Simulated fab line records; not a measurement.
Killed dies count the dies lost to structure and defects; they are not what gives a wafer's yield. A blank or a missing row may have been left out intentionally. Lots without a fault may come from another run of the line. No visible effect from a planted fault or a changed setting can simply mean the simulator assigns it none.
A struck lot beside a sound one    flow sky130    14 steps out of a route of 708
Sound: wafers L278.1, L278.2, L278.3. Wafers L277.2, L277.3, L277.5 were the ones struck. The cause is named last.
Each step with rows lists, per side, the tool, then ch with its chambers, then its first start. Under that, the readings that differ: sound wafers    struck wafers    difference of the means    sigmas: that difference in standard deviations of wafers without a fault.
alike: readings with means less than 2 such deviations apart, plus words and numbers identical on both sides. not compared: withheld readings, readings lacking a value on some wafer, bounds such as >300 that could conceal the same value, and numbers that have no deviation in the record and whose values overlap.
The two part at a step that has a row with sigmas, a row that says differs or no value, or rows on one side only. Numbers that have no deviation but don't overlap get no sigmas and don't part them. A reading that every wafer of one side lacks parts them only if that side has two wafers or more.

SKY_LDD_LDN_TW_MEAS_13:
  sound: film_metro-02 at day 27 20:13; struck: film_metro-03 at day 27 06:58
  alike: LDD_LDN_TW
then, 2 steps without rows for these wafers: SKY_LDD_LDN_CLEAN_14 (cleans in SC1/SC2, time 150 s); SKY_SPACER_CVD_00 (deposits Si3N4 from DCS/NH3, target thk 43.1 nm, time 740 s).
SKY_SPACER_THK_MEAS_01:
  sound: film_metro-03 at day 27 22:33; struck: film_metro-03 at day 27 08:53
  alike: SPACER_CVD_00_THK
SKY_SPACER_ETCHBACK_02: etches Si3N4 in CH3F/O2, stops on SiO2, time 46.7 s, target depth 45 nm.
  sound on rie_diel-04 ch 0,1,3, day 27 22:37; struck on rie_diel-02 ch 1,2,3, day 27 08:56
reading             sound              struck             difference  sigmas
rf_fwd_power_W (W)  396.5 391.4 390.7  398.0 397.0 397.1  +4.5        +2
  alike: drypump_motor_current_A, oes_product_au, throttle_valve_pct
  not compared: rf_hours_counter_h
then, 7 steps without rows for these wafers: SKY_POLY_CUT_DEHYDRATE_00 (time 60 s); SKY_POLY_CUT_HMDS_01 (prime time 60 s); SKY_POLY_CUT_COAT_02 (resist thk 60 nm); SKY_POLY_CUT_COAT_03 (resist thk 450 nm); SKY_POLY_CUT_SOFTBAKE_04 (time 90 s); SKY_POLY_CUT_EXPOSE_05 (exposes mask NPCM, target cd 270 nm); SKY_POLY_CUT_PEB_06.
SKY_POLY_CUT_DEVELOP_07: develop time 60 s.
  sound on litho_track-03 ch 0, day 29 03:00; struck on litho_track-03, day 28 13:00
  no value came back on the struck wafers for chill_plate_temp_C (C), develop_time_s (s), resist_line_temp_C (C); on the sound wafers chill_plate_temp_C (C) reads 22.86 23.03 23.03
reading                                          sound              struck           difference  sigmas
model.KrF-thick_of_POLY_CUT_COAT_03.thk_nm (nm)  437.6 436.5 434.9  448 448.3 447.5  +12         
SKY_POLY_CUT_CD_MEAS_08: the cd target is 270 nm.
  sound: cd_sem-01 at day 29 03:19; struck: cd_sem-01 at day 28 13:35
reading     sound              struck  difference                     sigmas
cd_nm (nm)  268.2 266.1 268.3  - - -   no value on the struck wafers  

WHERE THEY PART
At SKY_SPACER_ETCHBACK_02 first; at SKY_POLY_CUT_CD_MEAS_08 last (within this record only).

WHY: what had been put in by the simulator
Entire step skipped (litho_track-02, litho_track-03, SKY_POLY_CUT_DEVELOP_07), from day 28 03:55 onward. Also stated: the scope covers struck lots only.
